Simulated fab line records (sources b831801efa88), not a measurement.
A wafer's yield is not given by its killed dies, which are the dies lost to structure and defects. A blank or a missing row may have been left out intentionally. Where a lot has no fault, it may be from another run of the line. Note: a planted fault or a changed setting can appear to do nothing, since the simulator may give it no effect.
Matching of chambers | flow gf180mcu | GF_V5_CVD_02 on pecvd-04: 3 sister chambers
The step deposits SiO2 from TEOS, target thk 1450 nm, time 163.28 s. 6 wafers are shown with their chamber, then 8 later ones without.

## WAFERS WITH THEIR CHAMBER
wafer  | chamber | heaterPowerW (W)
L424.2 | 2       | 766
L427.6 | 2       | 793
L429.3 | 1       | 582
L429.5 | 1       | 470
L429.6 | 0       | 709
L430.2 | 0       | 774

## WAFERS WITH NO CHAMBER GIVEN
wafer  | heaterPowerW (W)
L430.3 | 502
L430.6 | 566
L435.2 | 739
L435.4 | 477
L435.6 | 776
L440.2 | 650
L440.3 | 571
L440.4 | 622

## WHICH CHAMBER EACH WENT THROUGH
wafer  | from the rows above          | in truth
L430.3 | 1                            | 1
L430.6 | 1                            | 1
L435.2 | can't be placed: 0 or 2      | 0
L435.4 | 1                            | 1
L435.6 | can't be placed: 2 or 0      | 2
L440.2 | can't be placed: 0 or 1 or 2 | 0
L440.3 | 1                            | 1
L440.4 | can't be placed: 1 or 0 or 2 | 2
Placed correctly: 4 of 8. Not placeable from these rows: 4 (in 4, the candidates include the true chamber). Wrongly placed: 0.
How it was worked out, from the rows above alone: a wafer's distance from a chamber is the root of the sum, over the readings, of the square of ((its reading less the chamber's mean) divided by the reading's scatter). If the next closest chamber is less than 2 further off than the closest, the wafer can't be placed; otherwise it belongs to the closest. For every chamber, the mean is computed from those of its wafers that are shown. The scatter: the root of (the sum of the squares of (reading less its chamber's mean) over the shown wafers, divided by (wafers less chambers)).
